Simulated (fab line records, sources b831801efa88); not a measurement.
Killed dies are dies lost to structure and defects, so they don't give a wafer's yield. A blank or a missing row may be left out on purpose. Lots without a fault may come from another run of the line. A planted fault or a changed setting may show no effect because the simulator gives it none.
fab line records | flow sky130
record lots=10 wafers=30 last_day=50
route steps=708 shown METAL1@453 VIA2@508 PAD_OPEN@708
lots that met no fault: from a run of the same line without faults
start_h: hours from the record's first day to the start of the lot's first wafer shown | wait_h: hours since the lot's step before | " the same as in the row above | L1.1+2: a row that stands for several wafers | - no value, or no start given | * or withheld: withheld | < > ~ a bound
route shown NAME@n: a module of which the file shows steps, and the number in the route of the first | usual: mean/standard deviation of fault-free wafers | same: alike in all rows | chamber/n: place in a boat | sites: the reading at each site | _std_site: their standard deviation | _edge_site: outer sites' mean less inner sites' | radius_mm: how far each site lies from the wafer's centre | mask NAME#n: copy n | behind: the tool/chamber that last shaped the wafer | hold: why the lot was held/for how many hours/how that ended | device: the transistor (n, p or np) that didn't switch | end of line: the same wafers' tests at the end of the route | a step without rows: its recipe alone | killed: dies lost to structure and defects at the first sort, not the wafer's yield | map: a wafer's dies, x killed, . not, _ none there
set.NAME: the setting as run; set.NAME@STEP: as run at that earlier step | model.NAME: the simulator's own value behind a step, which no gauge read
steps of the route over a sample of lots; a table a step, a row a wafer
services: from which hour (start_h, from the record's first day; less than 0 if before it) a tool's chamber was out of use, for how many hours, and why
## steps
# step SKY_METAL1_METAL_ETCH_19
# recipe target_depth_a=3600 stop_on=SiO2 over_etch_frac=0.3 time_s=78 chemistry=Cl2/BCl3 resist_sidewall_deg=88 pressure_mtorr=10 icp_w=900 bias_w=48.5 Cl2_flow_sccm=60 bcl3_flow_sccm=30
# usual bias_w=48.50/0.13 drypump_motor_current_A=5.5/0.42 oes_product_au=0.854/0.0063 throttle_valve_pct=22.265/0.0088
# columns lot.wafer tool chamber start_h wait_h bias_w drypump_motor_current_A oes_product_au rf_hours_counter_h throttle_valve_pct
L991.3 rie_metal-04 0 782.63 0.1 48.44 4.8 0.856 - 22.260
L991.4 " 1 " " 48.49 5.8 0.844 - 22.264
L991.5 " 0 " " 48.45 4.8 0.851 - 22.248
L992.2 rie_metal-03 0 789.81 0.1 48.55 5.2 0.851 - 22.272
L992.3 " 0 " " 48.41 5.3 0.855 - 22.264
L992.5 " 0 " " 48.44 5.3 0.856 - 22.267
L995.2 rie_metal-03 1 806.58 0.0 48.52 6.0 0.855 0 22.262
L995.3 " 0 " " 48.37 5.2 0.869 - 22.260
L995.4 " 1 " " 48.54 6.0 0.854 - 22.264
L999.1 rie_metal-03 0 836.96 0.0 42.14 5.3 0.854 14 22.274
L999.5 " 1 " " 48.43 6.0 0.854 - 22.267
L999.6 " 0 " " 42.03 5.3 0.847 - 22.262
L105.1 rie_metal-03 0 873.90 0.0 42.04 5.3 0.857 15 22.277
L105.3 " 1 " " 48.71 6.0 0.863 - 22.267
L105.5 " 0 " " 42.01 5.3 0.857 - 22.251
L104.2 rie_metal-03 1 875.92 0.0 48.39 6.0 0.854 2 22.267
L104.3 " 1 " " 48.38 6.0 0.852 - 22.276
L104.4 " 0 " " 42.18 5.2 0.849 - 22.259
L107.1 rie_metal-01 1 895.08 0.0 48.46 5.9 0.853 13 22.264
L107.3 " 1 " " 48.35 5.9 0.862 - 22.253
L107.6 " 1 " " 48.43 5.9 0.853 - 22.258
L110.2 rie_metal-04 0 912.52 0.0 48.89 4.8 0.863 14 22.273
L110.3 " 1 " " 48.49 5.8 0.862 - 22.283
L110.6 " 1 " " 48.49 5.8 0.858 - 22.274
L112.2 rie_metal-03 1 930.08 0.0 48.62 6.0 0.858 6 22.256
L112.4 " 1 " " 48.45 6.0 0.859 - 22.267
L112.5 " 1 " " 48.61 6.0 0.843 - 22.259
L114.1 rie_metal-03 0 935.83 0.0 48.57 5.2 0.853 1 22.263
L114.3 " 1 " " 48.43 6.0 0.857 - 22.262
L114.5 " 0 " " 48.79 5.3 0.865 - 22.271
# step SKY_METAL1_STRIP_20
# recipe chemistry=O2/N2 power_w=1400 pressure_mtorr=1500 platen_temp_c=withheld o2_flow_sccm=3000 n2_flow_sccm=300 overash_fraction=0.5
# usual drypump_motor_current_A=5.9/0.48 oes_product_au=0.342/0.0052 strip_time_to_endpoint_s=2.66/0.044
# columns lot.wafer tool chamber start_h wait_h drypump_motor_current_A oes_product_au rf_hours_counter_h strip_time_to_endpoint_s
L991.3 plasma_asher-01 1 782.73 0.1 5.6 0.334 - 2.63
L991.4 " 0 " " 6.4 0.352 - 2.70
L991.5 " 0 " " 6.4 0.346 - 2.63
L992.2 plasma_asher-01 0 789.96 0.1 6.4 0.344 4 2.72
L992.3 " 0 " " 6.4 0.331 - 2.68
L992.5 " 0 " " 6.4 0.349 - 2.70
L995.2 plasma_asher-04 0 806.67 0.1 5.7 0.342 99 2.64
L995.3 " 0 " " 5.7 0.344 - 2.70
L995.4 " 1 " " 6.0 0.343 - 2.66
L999.1 plasma_asher-01 0 837.05 0.1 6.4 0.335 10 2.84
L999.5 " 1 " " 5.6 0.341 - 2.64
L999.6 " 0 " " 6.4 0.352 - 2.86
L105.1 plasma_asher-01 1 873.99 0.1 5.6 0.351 13 2.87
L105.3 " 1 " " 5.6 0.344 - 2.70
L105.5 " 1 " " 5.6 0.351 - 2.85
L104.2 plasma_asher-03 0 876.01 0.1 4.9 0.344 74 2.62
L104.3 " 0 " " 4.9 0.347 - 2.66
L104.4 " 1 " " 6.3 0.349 - 2.82
L107.1 plasma_asher-01 0 895.17 0.1 6.4 0.337 16 2.65
L107.3 " 0 " " 6.4 0.349 - 2.63
L107.6 " 0 " " 6.4 0.341 - 2.68
L110.2 plasma_asher-01 0 912.61 0.1 6.3 0.346 17 2.66
L110.3 " 0 " " 6.3 0.351 - 2.76
L110.6 " 1 " " 5.6 0.339 - 2.74
L112.2 plasma_asher-04 0 930.17 0.1 5.7 0.345 110 2.65
L112.4 " 1 " " 6.0 0.339 - 2.67
L112.5 " 0 " " 5.8 0.354 - 2.68
L114.1 plasma_asher-01 1 935.92 0.1 5.6 0.341 19 2.68
L114.3 " 0 " " 6.4 0.344 - 2.67
L114.5 " 0 " " 6.4 0.341 - 2.65
# step SKY_VIA2_THK_MEAS_01
# recipe reads=SiO2_of_VIA2_HDPCVD_00
# usual VIA2_HDPCVD_THK=1165/16
# columns lot.wafer tool chamber start_h wait_h VIA2_HDPCVD_THK[nm]
L991.3 film_metro-03 - 839.00 0.1 1167
L991.4 " - " " 1154
L991.5 " - " " 1161
L992.2 film_metro-03 - 847.66 0.1 1161
L992.3 " - " " 1175
L992.5 " - " " 1156
L995.2 film_metro-04 - 864.62 0.1 1160
L995.3 " - " " 1151
L995.4 " - " " 1150
L999.1 film_metro-04 - 893.76 0.1 1158
L999.5 " - " " 1183
L999.6 " - " " 1181
L105.1 film_metro-04 - 928.69 0.1 1186
L105.3 " - " " 1158
L105.5 " - " " 1176
L104.2 film_metro-03 - 930.03 0.1 1184
L104.3 " - " " 1181
L104.4 " - " " 1190
L107.1 film_metro-03 - 948.24 0.1 1184
L107.3 " - " " 1121
L107.6 " - " " 1135
L110.2 film_metro-01 - 964.79 0.1 1192
L110.3 " - " " 1172
L110.6 " - " " 1184
L112.2 film_metro-03 - 982.30 0.1 1156
L112.4 " - " " 1178
L112.5 " - " " 1159
L114.1 film_metro-01 - 988.11 0.1 1161
L114.3 " - " " 1140
L114.5 " - " " 1174
# step SKY_VIA2_ETCH_14
# recipe chemistry=N2/H2 target=BARC ion_energy_ev=200 source_w=500 bias_w=100 pressure_mtorr=30 n2_flow_sccm=100 h2_flow_sccm=200 stop_on=SiO2 time_s=45.9 target_depth_a=600
# usual bias_w=100.0/0.31 drypump_motor_current_A=5.6/0.39 oes_product_au=0.854/0.0049 throttle_valve_pct=13.224/0.0098
# columns lot.wafer tool chamber start_h wait_h bias_w drypump_motor_current_A oes_product_au rf_hours_counter_h throttle_valve_pct
L991.3 rie_diel-02 3 865.99 0.0 99.4 5.2 0.856 1 13.240
L991.4 " 1 " " 99.8 5.3 0.856 - 13.224
L991.5 " 2 " " 100.2 5.5 0.853 - 13.217
L992.2 rie_diel-02 0 875.09 0.0 100.1 6.5 0.852 0 13.218
L992.3 " 1 " " 99.8 5.3 0.855 8 13.225
L992.5 " 3 " " 99.9 5.2 0.856 - 13.223
L995.2 rie_diel-01 0 891.14 0.0 100.1 6.2 0.854 12 13.245
L995.3 " 2 " " 100.0 5.8 0.853 7 13.233
L995.4 " 1 " " 100.5 5.8 0.849 25 13.224
L999.1 rie_diel-01 3 919.59 0.0 100.5 5.8 0.852 7 13.236
L999.5 " 1 " " 100.0 5.8 0.854 - 13.217
L999.6 " 0 " " 99.8 6.2 0.859 - 13.215
L105.1 rie_diel-03 1 953.49 0.0 99.9 5.1 0.861 15 13.219
L105.3 " 2 " " 99.5 5.5 0.854 25 13.223
L105.5 " 1 " " 99.8 5.1 0.857 - 13.223
L104.2 rie_diel-01 1 954.62 0.0 99.8 5.7 0.857 26 13.230
L104.3 " 0 " " 99.6 6.2 0.859 14 13.223
L104.4 " 3 " " 100.9 5.8 0.859 7 13.223
L107.1 rie_diel-01 3 972.54 0.0 100.4 5.8 0.847 8 13.210
L107.3 " 2 " " 100.1 5.8 0.864 9 13.226
L107.6 " 1 " " 99.7 5.8 0.852 - 13.226
L110.2 rie_diel-03 1 988.59 0.0 99.9 5.1 0.851 16 13.213
L110.3 " 0 " " 100.2 5.3 0.851 20 13.223
L110.6 " 1 " " 99.7 5.0 0.851 - 13.231
L112.2 rie_diel-03 1 1005.89 0.0 99.7 5.1 0.853 17 13.219
L112.4 " 2 " " 100.4 5.5 0.854 27 13.215
L112.5 " 3 " " 100.3 5.9 0.854 - 13.228
L114.1 rie_diel-03 3 1012.29 0.0 99.3 6.0 0.854 19 13.235
L114.3 " 2 " " 99.7 5.5 0.862 27 13.223
L114.5 " 3 " " 99.7 6.0 0.852 - 13.236
# step SKY_VIA2_SPUTTER_20
# recipe material=TiN target_thk_nm=20 chamber_pressure_pa=5 power_w=4000 time_s=80
# usual chamber_pressure_pa=5.001/0.0099 throttle_valve_pct=30.5/0.84
# columns lot.wafer tool chamber start_h wait_h chamber_pressure_pa throttle_valve_pct
L991.3 pvd_sputter-04 - 866.70 0.0 5.012 30.0
L991.4 " - " " 5.022 29.8
L991.5 " - " " 5.003 30.8
L992.2 pvd_sputter-02 - 875.78 0.0 5.009 32.0
L992.3 " - " " 4.988 29.0
L992.5 " - " " 5.002 28.9
L995.2 pvd_sputter-01 - 891.84 0.0 5.007 30.6
L995.3 " - " " 5.012 30.9
L995.4 " - " " 4.990 30.4
L999.1 pvd_sputter-01 - 920.30 0.0 4.999 31.1
L999.5 " - " " 4.993 30.8
L999.6 " - " " 4.998 29.2
L105.1 pvd_sputter-02 - 954.18 0.0 4.989 31.9
L105.3 " - " " 4.997 29.1
L105.5 " - " " 5.000 31.3
L104.2 pvd_sputter-01 - 955.32 0.0 5.005 30.3
L104.3 " - " " 4.991 30.5
L104.4 " - " " 5.003 31.0
L107.1 pvd_sputter-01 - 973.25 0.0 4.999 30.5
L107.3 " - " " 5.010 30.6
L107.6 " - " " 5.007 30.7
L110.2 pvd_sputter-04 - 989.34 0.0 5.016 30.5
L110.3 " - " " 5.001 30.3
L110.6 " - " " 5.018 30.9
L112.2 pvd_sputter-04 - 1006.59 0.0 4.994 30.2
L112.4 " - " " 5.005 30.1
L112.5 " - " " 4.986 30.3
L114.1 pvd_sputter-02 - 1012.99 0.0 5.007 31.9
L114.3 " - " " 4.984 32.1
L114.5 " - " " 5.003 32.0
# step SKY_PAD_OPEN_PROBE_99
# usual defect_limited_yield=82.3/1.8 killed_at_M0_to_M3=43/7 killed_at_M4_up=3.1/1.9 killed_at_contacts=25/6.1 killed_at_front_end=15/4.5 killed_at_other=0.3/0.55 killed_dies=87/8.9 killed_open=47/6.4 killed_short=40/6.6 sort_bin_3_pad_short=0.9/0.42 sort_bin_5_function=10.4/1.4 sort_bin_6_memory=6.5/1.1 sort_n_pass=405/8.9 sort_yield_pct=82.3/1.8
# same gross_dies=492 killed_at_back_side=0 sort_bin_4_leakage[%]=0 sort_bin_8_speed[%]=0
# columns lot.wafer tool chamber start_h wait_h defect_limited_yield[%] killed_at_M0_to_M3 killed_at_M4_up killed_at_contacts killed_at_front_end killed_at_other killed_dies killed_open killed_short sort_bin_3_pad_short[%] sort_bin_5_function[%] sort_bin_6_memory[%] sort_n_pass sort_yield_pct[%]
L999.1 prober-02 - 1136.17 0.1 81.5 44 2 29 16 0 91 56 35 0.8 11.6 6.1 401 81.5
L999.5 prober-02 - 1136.37 0.2 84.8 28 3 32 12 0 75 44 31 0.6 7.1 7.5 417 84.8
L999.6 prober-02 - 1136.42 0.2 81.1 51 6 25 11 0 93 52 41 1.0 10.4 7.5 399 81.1
L104.2 prober-01 - 1161.42 0.1 81.7 42 0 28 18 2 90 47 43 0.2 12.0 6.1 402 81.7
L104.3 prober-01 - 1161.47 0.2 83.1 39 5 20 19 0 83 45 38 0.6 10.2 6.1 409 83.1
L104.4 prober-01 - 1161.52 0.2 83.1 50 2 22 9 0 83 43 40 1.6 9.1 6.1 409 83.1
L105.1 prober-02 - 1162.87 0.1 82.3 49 3 22 12 1 87 46 38 0.8 10.4 6.5 405 82.3
L105.3 prober-02 - 1162.97 0.2 82.9 38 4 25 16 1 84 47 37 1.8 10.0 5.3 408 82.9
L105.5 prober-02 - 1163.07 0.2 81.5 48 4 27 12 0 91 55 36 0.6 10.2 7.7 401 81.5
L107.1 prober-02 - 1178.56 0.1 80.7 53 1 24 17 0 95 49 46 0.6 12.0 6.7 397 80.7
L107.3 prober-02 - 1178.66 0.2 83.1 44 2 21 14 2 83 39 44 2.2 9.6 5.1 409 83.1
L107.6 prober-02 - 1178.81 0.2 82.3 46 3 22 16 0 87 44 43 2.0 10.8 4.9 405 82.3
L110.2 prober-01 - 1185.31 0.1 81.3 36 8 30 18 0 92 47 44 1.0 8.3 9.3 400 81.3
L110.3 prober-01 - 1185.36 0.2 84.3 42 2 23 10 0 77 36 41 0.2 8.7 6.7 415 84.3
L110.6 prober-01 - 1185.51 0.2 83.5 36 2 32 11 0 81 44 37 0.2 10.8 5.5 411 83.5
# killed by level:class
L999.1 CONTACT:geometric_particle:open=14 VIA1:geometric_particle:open=14 LI_CONTACT:geometric_particle:open=8 FIELD_ISO:geometric_particle:open=7 METAL3:geometric_particle:short=7 VIA3:geometric_particle:short=6 LOCAL_INTERCONNECT:geometric_particle:short=5 METAL2:geometric_particle:short=4
L999.5 LI_CONTACT:geometric_particle:open=12 CONTACT:geometric_particle:open=12 VIA1:geometric_particle:open=10 FIELD_ISO:geometric_particle:short=6 VIA1:geometric_particle:short=4 METAL2:geometric_particle:short=4 VIA3:geometric_particle:open=4 LI_CONTACT:geometric_particle:short=3
L999.6 CONTACT:geometric_particle:open=12 VIA1:geometric_particle:open=11 VIA1:geometric_particle:short=10 VIA3:geometric_particle:open=9 METAL2:geometric_particle:short=6 FIELD_ISO:geometric_particle:open=5 METAL1:geometric_particle:short=4 VIA2:geometric_particle:open=4
L104.2 VIA3:geometric_particle:open=10 VIA1:geometric_particle:open=9 CONTACT:geometric_particle:short=8 CONTACT:geometric_particle:open=7 METAL1:geometric_particle:short=7 METAL2:geometric_particle:short=7 LOCAL_INTERCONNECT:geometric_particle:short=6 FIELD_ISO:geometric_particle:open=5
L104.3 CONTACT:geometric_particle:open=8 VIA1:geometric_particle:short=7 METAL1:geometric_particle:short=7 VIA1:geometric_particle:open=7 POLY_GATE:geometric_particle:short=5 LI_CONTACT:geometric_particle:open=5 VIA2:geometric_particle:open=5 FIELD_ISO:geometric_particle:open=4
L104.4 VIA1:geometric_particle:open=11 VIA2:geometric_particle:open=10 CONTACT:geometric_particle:short=6 CONTACT:geometric_particle:open=6 METAL2:geometric_particle:short=6 VIA2:geometric_particle:short=5 LI_CONTACT:geometric_particle:open=4 LOCAL_INTERCONNECT:geometric_particle:short=4
L105.1 VIA1:geometric_particle:open=11 VIA2:geometric_particle:open=9 VIA3:geometric_particle:open=9 METAL1:geometric_particle:short=7 LOCAL_INTERCONNECT:geometric_particle:short=6 CONTACT:geometric_particle:open=6 CONTACT:geometric_particle:short=5 LI_CONTACT:geometric_particle:open=4
L105.3 CONTACT:geometric_particle:open=10 VIA1:geometric_particle:open=10 VIA2:geometric_particle:open=7 FIELD_ISO:geometric_particle:open=6 LOCAL_INTERCONNECT:geometric_particle:short=6 CONTACT:geometric_particle:short=4 METAL1:geometric_particle:short=4 POLY_GATE:geometric_particle:short=3
L105.5 LI_CONTACT:geometric_particle:open=11 VIA1:geometric_particle:open=9 VIA2:geometric_particle:open=8 VIA3:geometric_particle:open=8 VIA1:geometric_particle:short=7 CONTACT:geometric_particle:open=7 METAL1:geometric_particle:short=7 POLY_GATE:geometric_particle:short=4
L107.1 CONTACT:geometric_particle:open=8 VIA1:geometric_particle:open=8 METAL2:geometric_particle:short=8 LI_CONTACT:geometric_particle:open=7 VIA1:geometric_particle:short=7 VIA2:geometric_particle:open=7 FIELD_ISO:geometric_particle:open=5 POLY_GATE:geometric_particle:short=5
L107.3 VIA2:geometric_particle:open=7 FIELD_ISO:geometric_particle:open=6 CONTACT:geometric_particle:short=6 VIA3:geometric_particle:open=6 METAL2:geometric_particle:short=6 CONTACT:geometric_particle:open=5 METAL1:geometric_particle:short=5 VIA1:geometric_particle:short=5
L107.6 VIA1:geometric_particle:open=14 FIELD_ISO:geometric_particle:short=7 CONTACT:geometric_particle:short=6 VIA1:geometric_particle:short=6 LI_CONTACT:geometric_particle:open=5 CONTACT:geometric_particle:open=5 VIA2:geometric_particle:open=5 FIELD_ISO:geometric_particle:open=4
L110.2 CONTACT:geometric_particle:open=10 LI_CONTACT:geometric_particle:open=8 CONTACT:geometric_particle:short=7 VIA1:geometric_particle:open=7 FIELD_ISO:geometric_particle:short=6 METAL4:geometric_particle:short=6 METAL1:geometric_particle:short=5 POLY_GATE:geometric_particle:short=4
L110.3 CONTACT:geometric_particle:open=10 METAL2:geometric_particle:short=9 LI_CONTACT:geometric_particle:open=6 VIA1:geometric_particle:short=6 VIA1:geometric_particle:open=6 VIA3:geometric_particle:open=6 LOCAL_INTERCONNECT:geometric_particle:short=5 FIELD_ISO:geometric_particle:short=4
L110.6 CONTACT:geometric_particle:open=13 VIA1:geometric_particle:open=8 LI_CONTACT:geometric_particle:open=7 VIA3:geometric_particle:open=7 CONTACT:geometric_particle:short=5 METAL2:geometric_particle:short=5 LOCAL_INTERCONNECT:geometric_particle:short=4 FIELD_ISO:geometric_particle:open=3
## services
# columns tool chamber start_h hours kind
rie_diel-02 2 759.63 2.4 repair
rie_diel-01 0 765.25 10.4 repair
rie_diel-01 - 766.00 28.1 pm
rie_diel-03 1 804.36 7.5 repair
pvd_sputter-04 - 807.20 3.0 repair
plasma_asher-04 - 813.30 14.6 pm
rie_diel-01 - 816.37 1.9 repair
pvd_sputter-04 - 824.55 9.4 repair
pvd_sputter-01 - 831.23 8.0 repair
rie_diel-01 2 837.90 5.1 repair
pvd_sputter-01 - 848.44 4.2 repair
pvd_sputter-01 - 852.78 1.3 repair
rie_diel-02 - 859.11 0.7 repair
rie_metal-04 - 902.57 0.6 repair
plasma_asher-01 - 905.04 2.8 pm
rie_diel-03 1 906.54 11.6 repair
pvd_sputter-04 - 925.62 4.7 repair
pvd_sputter-01 - 948.52 2.6 repair
pvd_sputter-04 - 954.48 9.7 repair
pvd_sputter-01 - 959.56 3.6 repair
rie_metal-03 1 966.46 2.9 repair
rie_diel-01 0 968.67 1.9 repair
plasma_asher-01 - 975.79 6.1 repair
rie_diel-01 0 1002.78 9.4 repair
## key
first_sign step=SKY_METAL1_METAL_ETCH_19 reading=bias_w direction=down sigmas=50 usual=48.50 struck=42.08
effect step=SKY_METAL1_STRIP_20 reading=strip_time_to_endpoint_s direction=up sigmas=4.3 usual=* struck=*
met_at SKY_METAL1_METAL_ETCH_19
struck_lots L999,L104,L105
struck_wafers L999.1,L999.6,L104.4,L105.1,L105.5
not_acting_at SKY_VIA2_THK_MEAS_01,SKY_VIA2_ETCH_14,SKY_VIA2_SPUTTER_20
onset_between 806.58 836.96
fault kind=process_parameter_drift tool=rie_metal-03 chamber=0 onset_h=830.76 steps=SKY_METAL1_METAL_ETCH_19 channel=bias_w offset=-6.2995 shape=step end_h=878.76 acts_in=these_recipes_only stated=48.5
